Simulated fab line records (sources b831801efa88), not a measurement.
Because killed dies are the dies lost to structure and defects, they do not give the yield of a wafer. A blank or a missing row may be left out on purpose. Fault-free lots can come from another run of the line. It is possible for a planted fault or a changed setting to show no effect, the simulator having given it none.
Code-filled problem report in 8D (eight disciplines) form ; flow gf180mcu ; the parts of the form that need people (team, actions taken, sign-off) are left out

## 1. THE PROBLEM
Across 6 wafers from 2 lots, CONTACT_W_RS at GF_CONTACT_RS_MEAS_25 averages 43.312 ohm/sq, while fault-free wafers read 0.384 ohm/sq with a standard deviation of 0.0047. So: +99 or more standard deviations from the usual mean.
The step: measures by four-point-probe.
First seen on wafer L877.4, day 20 05:35, on film-metro-03. The record holds 39 wafers of 13 lots with a number at this step. By rule, "out" or "out of limits" means more than 4 standard deviations away from the usual mean. The rest of the wafers with a number are treated as sound.

## 2. WHAT IT IS, AND WHAT IT ISN'T
question;is;is not
which readings at this step;CONTACT_W_RS;-
which lots;L877, L878;L867, L868, L870, L872, L879, L880, L881, L882, L887, L888, L889
which wafers of those lots;all that have a number;-
read on which gauges;film-metro-01, film-metro-03;film-metro-04
when;from day 20 05:35;"up to then (12 sound wafers); but 21 sound wafers of L879, L880, L881, L882, L887, L888, L889 came after"

## 3. THE SUSPECTS, EACH WITH WHAT RULES IT OUT
Counting: a tool stays on the suspect list if, at a process step up to the reading, it processed all lots that are out and no sound lot following the first of them.
- the gauge at GF_CONTACT_RS_MEAS_25 is ruled out. Those wafers that are out were read across 2 gauges (film-metro-01, film-metro-03).
- cvd-w-02 at GF_CONTACT_CVD_24 (deposits W, target thk 300 nm, time 90.339 s): ruled out as a lasting fault. The sound lots L879, L880, L882 went through it after L877, its earliest lot that is out (day 20 05:27).
Left after counting: nothing in the record.

## 4. THE CAUSE (what the simulator had put in)
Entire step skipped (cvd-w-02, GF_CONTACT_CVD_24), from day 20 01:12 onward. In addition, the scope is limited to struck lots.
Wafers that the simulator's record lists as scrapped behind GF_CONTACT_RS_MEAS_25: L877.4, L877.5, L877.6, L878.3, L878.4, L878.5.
The count ruled it out by mistake, since the rule takes a fault to strike every lot its tool runs from the start of the fault on, and this one did not do so.

## 5. THE EFFECT CHAIN, in route order
Rows list readings where the struck wafers' mean (over those with a number) sits beyond 3 standard deviations from the usual. Only readings for which the record gives a usual standard deviation are gone through. hours: the time from each lot's start at the first step in this table that gives one to its start at this step, as a median over the lots. sigmas: the change in usual standard deviations.
hours;step;reading;usual;on struck wafers;change;sigmas
0;GF_CONTACT_RS_MEAS_25;CONTACT_W_RS;0.384 ohm/sq;43.312;+42.928;+99 or more
Readings that are blank on the struck wafers while sound wafers have them: chamber-pressure-Torr at GF_CONTACT_CVD_24; heater-power-outer-w at GF_CONTACT_CVD_24; heater-power-w at GF_CONTACT_CVD_24; susceptor-temp-C at GF_CONTACT_CVD_24.

## 6. WHAT WOULD HAVE CAUGHT IT SOONER
Counted from the fault's start at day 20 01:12, it took 4 hours until the first out-of-limits reading at a measuring or inspecting step in this record, taken at day 20 05:35.
At GF_CONTACT_CVD_24 the tool's readings are blank on the struck wafers, where sound wafers have them: an empty tool record is the first sign, and it was there at once.
